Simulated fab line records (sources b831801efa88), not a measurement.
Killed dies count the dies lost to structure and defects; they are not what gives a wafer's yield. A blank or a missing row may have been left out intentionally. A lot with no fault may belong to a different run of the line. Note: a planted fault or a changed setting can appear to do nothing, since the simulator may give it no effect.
A lot that was struck, set against a sound lot :: flow sky130 :: 16 out of 708 route steps
Sound: wafers L796.3, L796.4, L796.5. Wafers struck: L799.2, L799.3, L799.5. The cause is named last.
At each step with rows: each side's tool, then ch and its chambers, then its first start. Under that, the readings that differ: sound wafers :: struck wafers :: difference of the means :: sigmas: that difference in standard deviations of wafers without a fault.
alike: same words and numbers on both sides, and readings whose means sit less than 2 such deviations apart. not compared: any withheld reading, any reading some wafer has no value for, any bound like >300 that may hide the same value, and any number with overlapping values for which the record gives no deviation.
The two part at a step that has a row with sigmas, a row that says differs or no value, or rows on one side only. Non-overlapping numbers with no deviation appear without sigmas and do not part them. A reading missing from all wafers of one side parts the sides only when that side holds two or more wafers.

first, 5 steps without rows for these wafers: SKY_POLY_GATE_COAT_08 (resist thk 450 nm); SKY_POLY_GATE_SOFTBAKE_09 (time 90 s); SKY_POLY_GATE_EXPOSE_10 (exposes mask P1M, target cd 150 nm); SKY_POLY_GATE_PEB_11; SKY_POLY_GATE_DEVELOP_12 (develop time 60 s).
SKY_POLY_GATE_CD_MEAS_13: the cd target is 150 nm.
  sound on cd-sem-01 at day 17 04:03; struck on cd-sem-01 at day 19 11:35
  alike: cd-nm
SKY_POLY_GATE_OVL_MEAS_14:
  sound on overlay-01 at day 17 04:08; struck on overlay-02 at day 19 11:41
  alike: POLY_GATE_OVL
SKY_POLY_GATE_ETCH_15: etches BARC in N2/H2, stops on SiO2, time 118.5 s, target depth 110 nm.
  sound on rie-diel-02 ch 0,2, day 17 04:10; struck on rie-diel-03 ch 0,1,2, day 19 11:43
  alike: drypump-motor-current-A, oes-product-au, throttle-valve-pct
  not compared: rf-hours-counter-h
SKY_POLY_GATE_ETCH_16: etches Si3N4 in CH3F/O2, stops on poly-Si, time 147.5 s, target depth 75 nm.
  sound on rie-diel-02 ch 0,2, day 17 04:15; struck on rie-diel-03 ch 0,1,2, day 19 11:48
  alike: ch3f-flow-sccm, drypump-motor-current-A, oes-product-au, throttle-valve-pct
  not compared: rf-hours-counter-h
SKY_POLY_GATE_ETCH_17: etches poly-Si in HBr/Cl2, stops on SiO2, target depth 180 nm, time 70.5 s.
  sound on rie-si-02 ch 0,2, day 17 04:21; struck on rie-si-02 ch 1,2,3, day 19 11:54
  alike: drypump-motor-current-A, mfc-cl2-sccm, oes-product-au, throttle-valve-pct
  not compared: rf-hours-counter-h
SKY_POLY_GATE_STRIP_18: strips in O2/N2.
  sound on plasma-asher-02 ch 0,1, day 17 04:26; struck on plasma-asher-03 ch 0,1, day 19 11:57
reading: strip-time-to-endpoint-s (s)
sound: 3.116 3.114 3.128
struck: 3.169 3.199 3.205
difference: +0.072
sigmas: +3
  alike: drypump-motor-current-A, oes-product-au
  not compared: rf-hours-counter-h
then, 1 step without rows for these wafers: SKY_POLY_GATE_CLEAN_19 (cleans in SC1/SC2, time 150 s).
SKY_POLY_GATE_OXIDATION_20: stabilise 600 s, purge 300 s, target thk 4 nm.
  sound on furnace-02 ch 0, day 17 05:11; struck on furnace-01 ch 0, day 19 13:55
reading: spike-tc-bottom-C (C)
sound: 865 865 866
struck: 894 893 893
difference: +28
sigmas: +7

reading: spike-tc-centre-C (C)
sound: 849.6 850.3 849.9
struck: 869.0 868.4 867.5
difference: +18.4
sigmas: +17

reading: spike-tc-lower-C (C)
sound: 852.1 850.2 849.9
struck: 870.0 868.3 868.6
difference: +18.2
sigmas: +17

reading: spike-tc-top-C (C)
sound: 863.1 864.4 863.0
struck: 883.0 881.4 882.7
difference: +18.9
sigmas: +17

reading: spike-tc-upper-C (C)
sound: 848.3 848.5 849.0
struck: 867.1 868.9 867.7
difference: +19.3
sigmas: +18

reading: tube-center-temp-C (C)
sound: 850.14 850.02 850
struck: 869.39 869.33 869.51
difference: +19.36
sigmas: +99 or more

reading: tube_center_temp_C_max
sound: 852.7 852.0 852.4
struck: 871.2 872.1 871.7
difference: +19.3
sigmas: +58

reading: zone-power-top-pct (%)
sound: 31.3 31.5 30.5
struck: 32.7 32.3 32.6
difference: +1.4
sigmas: +4

reading: zone-power-upper-pct (%)
sound: 16.78 16.29 16.50
struck: 17.26 17.80 17.58
difference: +1.02
sigmas: +6

reading: model.SiO2_of_POLY_GATE_OXIDATION_20.thk-nm (nm)
sound: 4.015 4.033 4.086
struck: 5.069 5.063 4.993
difference: +0.997
sigmas: 
SKY_POLY_GATE_THK_MEAS_21:
  sound on film-metro-01 at day 17 06:27; struck on film-metro-03 at day 19 15:11
reading: POLY_GATE_OXIDATION_THK (nm)
sound: 4.04 4.02 4.09
struck: 5.06 5.05 4.95
difference: +0.97
sigmas: +12
SKY_POLY_GATE_CD_MEAS_22:
  sound on cd-sem-01 at day 17 06:32; struck on cd-sem-02 at day 19 15:16
  alike: cd-nm
-- record jumps: 28 days separate the struck wafers' starts on either side; left off in module POLY_GATE, taken up again in module PAD_OPEN, whose first shown step is the route's number 708 --
SKY_PAD_OPEN_PROBE_99:
  sound on prober-02 at day 46 12:49; struck on prober-01 at day 48 00:19
reading: killed-open
sound: 62 50 60
struck: 40 48 43
difference: -14
sigmas: -2

reading: model.etest.tip-sonos.rs-ohm-sq
sound: 2769 2817 2752
struck: 2979 3027 3020
difference: +229
sigmas: 

reading: model.etest.tip-p.rs-ohm-sq
sound: 6745 6819 6772
struck: 7039 7058 7015
difference: +259
sigmas: 

reading: model.etest.tip-n.rs-ohm-sq
sound: 443.1 442.9 440.9
struck: 458.2 456.7 458.5
difference: +15.5
sigmas: 

reading: model.etest.res-pdiff.rs-ohm-sq
sound: 199 199.4 197.7
struck: 207.2 208.7 206.9
difference: +8.9
sigmas: 

reading: model.etest.res-ndiff.rs-ohm-sq
sound: 117.5 117.3 116.9
struck: 123 122.1 124.1
difference: +6
sigmas: 
  alike: killed_at_M0_to_M3, killed_at_M4_up, killed-at-contacts, killed-at-front-end, killed-at-other, killed-dies, killed-short

WHERE THEY PART
Last at SKY_PAD_OPEN_PROBE_99 as far as this record goes, first at SKY_POLY_GATE_STRIP_18.

WHY: what the simulator had put in
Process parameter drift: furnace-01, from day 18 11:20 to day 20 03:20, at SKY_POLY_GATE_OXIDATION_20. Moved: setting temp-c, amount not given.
